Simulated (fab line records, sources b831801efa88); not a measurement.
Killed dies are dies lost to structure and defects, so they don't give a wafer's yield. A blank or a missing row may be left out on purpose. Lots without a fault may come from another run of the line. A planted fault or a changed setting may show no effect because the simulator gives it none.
fab line records | flow sfq_line
record lots=6 wafers=18 last_day=83
route steps=325 shown I5@235 C5@240
lots that met no fault: from a run of the same line without faults
start_h: hours from the record's first day to the start of the lot's first wafer shown | wait_h: hours since the lot's step before | " the same as in the row above | L1.1+2: a row that stands for several wafers | - no value, or no start given | * or withheld: withheld | < > ~ a bound
route shown NAME@n: a module of which the file shows steps, and the number in the route of the first | usual: mean/standard deviation of fault-free wafers | same: alike in all rows | chamber/n: place in a boat | sites: the reading at each site | _std_site: their standard deviation | _edge_site: outer sites' mean less inner sites' | radius_mm: how far each site lies from the wafer's centre | mask NAME#n: copy n | behind: the tool/chamber that last shaped the wafer | hold: why the lot was held/for how many hours/how that ended | device: the transistor (n, p or np) that didn't switch | end of line: the same wafers' tests at the end of the route | a step without rows: its recipe alone | killed: dies lost to structure and defects at the first sort, not the wafer's yield | map: a wafer's dies, x killed, . not, _ none there
set.NAME: the setting as run; set.NAME@STEP: as run at that earlier step | model.NAME: the simulator's own value behind a step, which no gauge read
lots at some steps of the route; a table a step, a row a wafer
services: from which hour (start_h, from the record's first day; less than 0 if before it) a tool's chamber was out of use, for how many hours, and why
## steps
# step SFQ_I5_OVL_MEAS_936
# usual I5_OVL=2/5.9
# columns lot.wafer tool chamber start_h wait_h I5_OVL[nm]
L350.2 overlay-02 - 1411.52 0.1 4
L350.3 " - " " 2
L350.5 " - " " 2
L356.1 overlay-02 - 1435.47 0.1 -2
L356.2 " - " " -4
L356.5 " - " " 2
L365.2 overlay-02 - 1637.41 0.1 1
L365.3 " - " " 0
L365.5 " - " " 9
L367.1 overlay-02 - 1647.01 0.1 -11
L367.3 " - " " -11
L367.5 " - " " -5
L370.3 overlay-02 - 1666.07 0.1 5
L370.5 " - " " 7
L370.6 " - " " 17
L373.2 overlay-01 - 1688.99 0.1 4
L373.5 " - " " 2
L373.6 " - " " 7
# step SFQ_TRILAYER_I5_BARC_OPEN_VIA_ETCH_200
# recipe mask_material=PR chemistry=O2 target_depth_nm=125 target=BARC source_w=500 bias_w=80 pressure_mtorr=30 time_s=41.7
# usual drypump_motor_current_A=5.8/0.4 oes_product_au=0.685/0.0047
# columns lot.wafer tool chamber start_h wait_h drypump_motor_current_A oes_product_au rf_hours_counter_h
L350.2 rie_diel-04 1 1411.55 0.0 6.3 0.683 16
L350.3 " 3 " " 5.6 0.685 1
L350.5 " 3 " " 5.6 0.684 -
L356.1 rie_diel-01 0 1435.51 0.0 5.4 0.685 15
L356.2 " 1 " " 5.4 0.680 13
L356.5 " 3 " " 6.3 0.690 -
L365.2 rie_diel-04 2 1637.44 0.0 6.2 0.674 19
L365.3 " 0 " " 5.4 0.688 1
L365.5 " 1 " " 6.2 0.693 -
L367.1 rie_diel-01 2 1647.04 0.0 5.3 0.695 14
L367.3 " 0 " " 5.5 0.691 17
L367.5 " 2 " " 5.3 0.685 -
L370.3 rie_diel-04 3 1666.09 0.0 5.6 0.682 5
L370.5 " 3 " " 5.6 0.689 -
L370.6 " 0 " " 5.4 0.689 -
L373.2 rie_diel-01 2 1689.02 0.0 5.3 0.682 15
L373.5 " 0 " " 5.5 0.688 -
L373.6 " 1 " " 5.4 0.691 -
# step SFQ_TRILAYER_I5_ETCH_VIA_ETCH_147
# recipe stop_on=Nb mask_material=PR chemistry=CHF3 target_depth_nm=360 source_w=500 bias_w=80 pressure_mtorr=30 time_s=withheld
# usual drypump_motor_current_A=5.8/0.4 oes_product_au=0.990/0.0055
# columns lot.wafer tool chamber start_h wait_h drypump_motor_current_A oes_product_au
L350.2 rie_diel-04 1 1411.59 0.0 6.2 0.995
L350.3 " 3 " " 5.6 1.001
L350.5 " 3 " " 5.6 0.994
L356.1 rie_diel-01 0 1435.55 0.0 5.5 0.994
L356.2 " 1 " " 5.4 0.982
L356.5 " 3 " " 6.3 0.999
L365.2 rie_diel-04 2 1637.48 0.0 6.2 0.993
L365.3 " 0 " " 5.5 0.980
L365.5 " 1 " " 6.2 0.994
L367.1 rie_diel-01 2 1647.08 0.0 5.3 0.993
L367.3 " 0 " " 5.5 0.990
L367.5 " 2 " " 5.3 0.989
L370.3 rie_diel-04 3 1666.13 0.0 5.6 0.987
L370.5 " 3 " " 5.6 0.985
L370.6 " 0 " " 5.5 0.994
L373.2 rie_diel-01 2 1689.06 0.0 5.3 0.987
L373.5 " 0 " " 5.5 0.996
L373.6 " 1 " " 5.4 0.997
# step SFQ_TRILAYER_I5_STRIP_STRIP_148
# recipe gas=O2 power_w=200 platen_temp_c=40 overash_fraction=0.65 chemistry=O2 pressure_mtorr=50
# usual drypump_motor_current_A=5.6/0.53 oes_product_au=0.994/0.0089
# columns lot.wafer tool chamber start_h wait_h drypump_motor_current_A oes_product_au rf_hours_counter_h
L350.2 rie_metal-02 0 1411.74 - 4.8 1.017 22
L350.3 " 0 " " 4.8 1.008 -
L350.5 " 1 " " 6.0 0.986 -
L356.1 rie_metal-01 0 1435.70 - 5.9 0.996 124
L356.2 " 1 " " 6.0 0.986 11
L356.5 " 1 " " 6.1 1.000 -
L365.2 rie_metal-04 0 1637.63 - 6.2 0.994 22
L365.3 " 0 " " 6.1 1.000 -
L365.5 " 0 " " 6.2 1.000 -
L367.1 rie_metal-04 0 1647.23 - 6.2 0.992 23
L367.3 " 1 " " 5.1 0.979 -
L367.5 " 0 " " 6.2 0.990 -
L370.3 rie_metal-04 1 1666.68 - 5.0 0.984 -
L370.5 " 1 " " 5.1 0.980 -
L370.6 " 1 " " 5.0 0.980 -
L373.2 rie_metal-04 1 1689.21 - 5.0 0.986 149
L373.5 " 0 " " 6.2 1.001 -
L373.6 " 1 " " 5.0 0.982 -
# step SFQ_TRILAYER_I5_STRIP_SOLV_CLEAN_149
# recipe chemistry=NMP temp_c=70 time_s=600
# step SFQ_TRILAYER_C5_LITHO_COAT_156
# recipe resist=BARC spin_rpm=3000 resist_thk_nm=62
# step SFQ_TRILAYER_C5_LITHO_COAT_151
# recipe resist=KrF spin_rpm=3000 resist_thk_nm=650
# step SFQ_TRILAYER_C5_LITHO_SOFTBAKE_155
# recipe temp_c=withheld time_s=withheld resist=KrF
# step SFQ_TRILAYER_C5_LITHO_EXPOSE_152
# recipe mask_id=C5 na=0.6 source_shape=conventional sigma_outer=0.65 target_cd_nm=500 dose_mj=21.3
# step SFQ_TRILAYER_C5_LITHO_PEB_154
# recipe peb_temp_c=115 peb_time_s=60 resist=KrF
# step SFQ_TRILAYER_C5_LITHO_DEVELOP_153
# recipe time_s=60 resist=KrF
# step SFQ_C5_OVL_MEAS_937
# usual C5_OVL=0/5.8
# columns lot.wafer tool chamber start_h wait_h C5_OVL[nm]
L350.2 overlay-02 - 1431.39 0.1 -3
L350.3 " - " " 0
L350.5 " - " " 2
L356.1 overlay-02 - 1454.18 0.1 6
L356.2 " - " " 4
L356.5 " - " " 3
L365.2 overlay-01 - 1744.31 0.1 3
L365.3 " - " " -5
L365.5 " - " " -2
L367.1 overlay-01 - 1758.71 0.1 -10
L367.3 " - " " -10
L367.5 " - " " -8
L370.3 overlay-01 - 1772.19 0.1 5
L370.5 " - " " 5
L370.6 " - " " -2
L373.2 overlay-01 - 1799.51 0.1 7
L373.5 " - " " 9
L373.6 " - " " 10
# step SFQ_TRILAYER_C5_BARC_OPEN_VIA_ETCH_210
# recipe mask_material=PR chemistry=O2 target_depth_nm=125 target=BARC source_w=500 bias_w=80 pressure_mtorr=30 time_s=41.7
# usual drypump_motor_current_A=5.6/0.46 oes_product_au=0.685/0.0049
# columns lot.wafer tool chamber start_h wait_h drypump_motor_current_A oes_product_au rf_hours_counter_h model.KrF_of_TRILAYER_C5_LITHO_COAT_151.thk_nm
L350.2 rie_diel-02 2 1431.42 0.0 5.3 0.689 20 577.7
L350.3 " 3 " " 6.2 0.672 9 578.5
L350.5 " 3 " " 6.2 0.692 - 576.4
L356.1 rie_diel-01 1 1454.22 0.0 5.4 0.682 13 577.9
L356.2 " 3 " " 6.2 0.679 18 577.6
L356.5 " 1 " " 5.4 0.676 - 575
L365.2 rie_diel-02 1 1744.34 0.0 5.7 0.685 12 576.2
L365.3 " 3 " " 6.1 0.682 14 578.3
L365.5 " 1 " " 5.7 0.685 - 595.5
L367.1 rie_diel-02 2 1758.74 0.0 5.2 0.680 4 594.3
L367.3 " 1 " " 5.7 0.686 12 575.1
L367.5 " 2 " " 5.2 0.680 - 595.9
L370.3 rie_diel-01 3 1772.22 0.0 6.2 0.695 1 578.9
L370.5 " 2 " " 5.3 0.681 - 578
L370.6 " 1 " " 5.4 0.683 - 578.3
L373.2 rie_diel-01 2 1799.54 0.0 5.3 0.691 17 574.2
L373.5 " 2 " " 5.3 0.692 - 577
L373.6 " 1 " " 5.4 0.688 - 575.8
# step SFQ_TRILAYER_C5_ETCH_VIA_ETCH_154
# recipe target=SiO2 mask_material=PR chemistry=CHF3 target_depth_nm=84 source_w=500 bias_w=80 pressure_mtorr=30 time_s=withheld stop_on=Nb
# usual drypump_motor_current_A=5.6/0.46 oes_product_au=0.895/0.0082
# columns lot.wafer tool chamber start_h wait_h drypump_motor_current_A oes_product_au model.KrF_of_TRILAYER_C5_LITHO_COAT_151.thk_nm
L350.2 rie_diel-02 2 1431.46 0.0 5.2 0.890 563.1
L350.3 " 3 " " 6.2 0.894 564.2
L350.5 " 3 " " 6.1 0.888 562.1
L356.1 rie_diel-01 1 1454.26 0.0 5.4 0.894 563.3
L356.2 " 3 " " 6.2 0.896 563
L356.5 " 1 " " 5.4 0.902 560.6
L365.2 rie_diel-02 1 1744.38 0.0 5.7 0.883 561.6
L365.3 " 3 " " 6.2 0.895 564.1
L365.5 " 1 " " 5.7 0.890 580.8
L367.1 rie_diel-02 2 1758.78 0.0 5.3 0.886 579.8
L367.3 " 1 " " 5.7 0.897 560.4
L367.5 " 2 " " 5.2 0.899 581.4
L370.3 rie_diel-01 3 1772.26 0.0 6.2 0.894 564.3
L370.5 " 2 " " 5.3 0.890 563.7
L370.6 " 1 " " 5.4 0.901 564
L373.2 rie_diel-01 2 1799.58 0.0 5.3 0.895 559.6
L373.5 " 2 " " 5.3 0.907 562.4
L373.6 " 1 " " 5.4 0.905 561.1
# step SFQ_TRILAYER_C5_STRIP_STRIP_155
# recipe gas=O2 power_w=200 platen_temp_c=40 overash_fraction=0.65 chemistry=O2 pressure_mtorr=50
# usual drypump_motor_current_A=5.9/0.46 oes_product_au=0.999/0.009
# columns lot.wafer tool chamber start_h wait_h drypump_motor_current_A oes_product_au rf_hours_counter_h
L350.2 rie_metal-02 0 1431.51 - 4.8 1.010 25
L350.3 " 0 " " 4.9 1.007 -
L350.5 " 0 " " 4.8 1.000 -
L356.1 rie_metal-01 1 1454.31 - 6.1 0.997 14
L356.2 " 0 " " 5.9 1.001 127
L356.5 " 0 " " 5.9 0.996 -
L365.2 rie_metal-03 1 1744.43 - 6.5 0.992 60
L365.3 " 0 " " 6.3 0.989 -
L365.5 " 0 " " 6.3 1.000 -
L367.1 rie_metal-01 0 1758.83 - 5.9 0.992 34
L367.3 " 1 " " 6.1 0.992 -
L367.5 " 1 " " 6.0 0.989 -
L370.3 rie_metal-01 0 1772.51 - 5.9 1.002 -
L370.5 " 1 " " 6.0 1.000 -
L370.6 " 0 " " 5.9 0.998 -
L373.2 rie_metal-02 1 1799.63 - 6.0 0.988 33
L373.5 " 1 " " 6.0 0.989 -
L373.6 " 0 " " 4.8 1.008 -
## services
# columns tool chamber start_h hours kind
rie_diel-02 2 1408.02 4.5 repair
rie_diel-04 1 1416.41 38.6 repair
rie_metal-03 - 1424.60 14.6 pm
rie_diel-04 - 1479.28 0.6 repair
rie_diel-01 1 1486.55 2.6 repair
rie_diel-04 2 1506.43 2.4 repair
rie_metal-03 - 1507.12 5.0 repair
rie_diel-02 2 1564.69 6.6 repair
rie_diel-02 - 1567.97 0.8 repair
rie_diel-02 0 1574.37 22.4 repair
rie_diel-04 - 1574.72 1.0 repair
rie_diel-01 1 1606.93 7.8 repair
rie_metal-04 - 1629.21 1.4 pm
rie_diel-01 3 1653.95 7.9 repair
rie_diel-02 - 1661.72 2.8 pm
rie_metal-04 0 1661.82 7.4 repair
rie_diel-04 2 1703.57 8.0 repair
rie_diel-01 2 1720.35 8.9 repair
rie_metal-02 1 1725.32 24.4 repair
rie_diel-04 3 1738.62 27.3 repair
rie_metal-04 - 1753.40 0.9 repair
rie_metal-04 1 1757.32 8.2 repair
rie_diel-02 0 1776.13 14.3 repair
rie_diel-01 - 1798.44 0.3 repair
## key
first_sign none at tools or gauges
model_effect step=SFQ_TRILAYER_C5_BARC_OPEN_VIA_ETCH_210 value=KrF_of_TRILAYER_C5_LITHO_COAT_151.thk_nm without=577.4 struck=595.3
model_effect step=SFQ_TRILAYER_C5_ETCH_VIA_ETCH_154 value=KrF_of_TRILAYER_C5_LITHO_COAT_151.thk_nm without=562.8 struck=580.7
met_at SFQ_TRILAYER_C5_BARC_OPEN_VIA_ETCH_210
struck_wafers L365.5,L367.1,L367.5
onset_between 1431.42 1744.34
fault kind=process_parameter_drift tool=rie_diel-02 chamber=- onset_h=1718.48 steps=SFQ_TRILAYER_C5_BARC_OPEN_VIA_ETCH_210 channel=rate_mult offset=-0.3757 shape=step end_h=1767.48 scope=struck_wafers_only
